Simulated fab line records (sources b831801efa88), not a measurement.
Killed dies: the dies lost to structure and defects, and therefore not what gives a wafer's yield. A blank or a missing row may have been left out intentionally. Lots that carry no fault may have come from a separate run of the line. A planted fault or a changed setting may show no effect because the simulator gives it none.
Problem report, 8D (eight disciplines) form, completed by code -- flow sky130 -- the parts of the form that need people (team, actions taken, sign-off) are left out

## 1. THE ISSUE
Mean of developer_temp_C at SKY_SD_N_DEVELOP_06: 20.66 C across 6 wafers in 2 lots; on wafers with no fault it is 22.97 C (standard deviation 0.099). Relative to the usual mean, that is a shift of -23 standard deviations.
The step: develop time 60 s.
Earliest sighting: wafer L733.1 on litho_track-04 at day 33 19:01. Wafers with a number at this step in the record: 39, from 13 lots. Rule for "out", or "out of limits": more than 4 standard deviations from the usual mean. Any other wafer with a number is counted as sound.

## 2. WHAT THIS IS AND IS NOT
question,is,is not
which readings at this step,developer_temp_C,-
which lots,"L733, L734","L719, L720, L722, L724, L725, L726, L727, L728, L729, L731, L732"
which wafers of those lots,all that have a number,-
read on which tools,litho_track-04,"litho_track-02, litho_track-03"
when,from day 33 19:01,up to then (33 sound wafers)

## 3. THE SUSPECTS, EACH WITH WHAT RULES IT OUT
Counting: a tool at a process step up to the reading stays a suspect if it ran every lot that is out and no sound lot after the first of them.
- litho_track-04 at SKY_SD_N_DEVELOP_06 (develop time 60 s): kept. It processed each lot that is out, first L733 at day 33 19:01, and no sound lot thereafter; up to then, the last sound lot it processed was L731 at day 33 06:44. Its own readings are out on those wafers: developer_temp_C.
The count leaves litho_track-04 at SKY_SD_N_DEVELOP_06.

## 4. THE CAUSE (what the simulator had put in)
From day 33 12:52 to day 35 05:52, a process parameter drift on litho_track-04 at SKY_SD_N_DEVELOP_06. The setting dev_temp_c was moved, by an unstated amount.
Counting left only this tool.

## 5. THE EFFECT CHAIN, in route order
One row per reading whose mean, taken over the struck wafers that have a number, lies over 3 standard deviations from the usual. Scope: only readings with a usual standard deviation given in the record; hours: median across lots of the time from each lot's start at the first step in this table that gives one to its start at this step; sigmas: change in usual standard deviations.
hours,step,reading,usual,on struck wafers,change,sigmas
0,SKY_SD_N_DEVELOP_06,developer_temp_C,22.97 C,20.66,-2.31,-23
Process steps it contains:
- SKY_SD_N_DEVELOP_06: develop time 60 s.
At these later measuring or inspecting steps, every struck wafer for which the step has a row has a number for every such reading, and none has moved that far: SKY_SD_N_CD_MEAS_07, SKY_LI_CONTACT_RS_MEAS_22.

## 6. HOW IT WOULD HAVE BEEN CAUGHT EARLIER
First out-of-limits reading in this record: day 33 19:01, which is 6 hours after fault onset at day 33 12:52.
